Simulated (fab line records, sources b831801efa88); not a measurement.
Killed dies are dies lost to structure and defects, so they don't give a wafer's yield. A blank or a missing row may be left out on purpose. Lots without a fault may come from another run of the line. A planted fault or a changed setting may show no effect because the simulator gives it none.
Which tool did it? | flow sky130 | 10 lots, 30 wafers sampled, at 3 steps of a route of 708

WHAT THE GAUGES READ, wafer by wafer
SKY_VIA4_RS_MEAS_19: measures by four-point-probe.
lot  | measured     | on            | VIA4_W_RS (ohm/sq)
L797 | day 43 07:45 | film_metro-02 | 0.2216 0.2207 0.2211
L800 | day 44 02:47 | film_metro-02 | 0.2188 0.2224 0.2208
L801 | day 44 03:23 | film_metro-03 | 0.2185 0.2148 0.2169
L805 | day 45 13:20 | film_metro-01 | 0.2215 0.2179 0.2167
L810 | day 46 15:14 | film_metro-01 | 0.2210 0.2193 0.2210
L812 | day 47 06:09 | film_metro-02 | 55.866 55.000 56.104
L813 | day 47 08:19 | film_metro-03 | 58.352 57.044 58.735
L817 | day 48 07:25 | film_metro-02 | 0.2168 0.2204 0.2215
L818 | day 48 10:10 | film_metro-02 | 0.2157 0.2166 0.2125
L819 | day 49 00:10 | film_metro-03 | 0.2180 0.2202 0.2170

WHICH TOOL RAN EACH LOT (tool, then ch and the chambers of the sampled wafers, then the start)
lot  | SKY_VIA4_ETCH_12                   | SKY_VIA4_CVD_18
L797 | rie_diel-04 ch 1,2, day 43 06:52   | cvd_w-02 ch 0,1, day 43 07:36
L800 | rie_diel-03 ch 0,1,2, day 44 01:55 | cvd_w-02 ch 0,1, day 44 02:38
L801 | rie_diel-04 ch 1,2,3, day 44 02:28 | cvd_w-01 ch 0,1, day 44 03:14
L805 | rie_diel-04 ch 0,1,3, day 45 12:22 | cvd_w-02 ch 0,1, day 45 13:11
L810 | rie_diel-04 ch 0,1,2, day 46 14:16 | cvd_w-01 ch 0,1, day 46 15:06
L812 | rie_diel-04 ch 1,2,3, day 47 05:04 | cvd_w-01 ch 0,1, day 47 05:59
L813 | rie_diel-03 ch 0,3, day 47 07:25   | cvd_w-01 ch 0,1, day 47 08:10
L817 | rie_diel-01 ch 0,2,3, day 48 06:04 | cvd_w-01 ch 0,1, day 48 07:15
L818 | rie_diel-03 ch 1,3, day 48 09:16   | cvd_w-01 ch 0,1, day 48 10:02
L819 | rie_diel-04 ch 0,2,3, day 48 22:52 | cvd_w-01 ch 0,1, day 49 00:01
- SKY_VIA4_ETCH_12: etches SiO2 in C4F8/O2/Ar, stops on TiN, target depth 580 nm.
- SKY_VIA4_CVD_18: deposits W, target thk 505 nm, time 152.14 s.

THE ANSWER, worked out from the rows above alone
Rule: what is usual is taken from the lots themselves. Put in order of their means at a reading, lots are off if they are a third of the lots or fewer, leave a main group of 4 or more, and stand apart from it by a gap of 3 or more times the standard deviation of the main group's means; of several such gaps the widest counts. A main group whose means are all the same, to the digits that the tables above print for the reading, isn't used. A lot without any number at a reading at which 4 lots or more have one is off too. The other lots that the step has rows for count as sound.
Off: L812, L813, at SKY_VIA4_RS_MEAS_19 (VIA4_W_RS). The main group: mean 0.2188 ohm/sq, standard deviation 0.002.
A tool fits if, at a process step before that reading, it ran every lot that is off, and no sound lot after the first of them. The gauges at SKY_VIA4_RS_MEAS_19 are tried like those tools. None of those tried fits.

WHAT THE SIMULATOR HAD PUT IN
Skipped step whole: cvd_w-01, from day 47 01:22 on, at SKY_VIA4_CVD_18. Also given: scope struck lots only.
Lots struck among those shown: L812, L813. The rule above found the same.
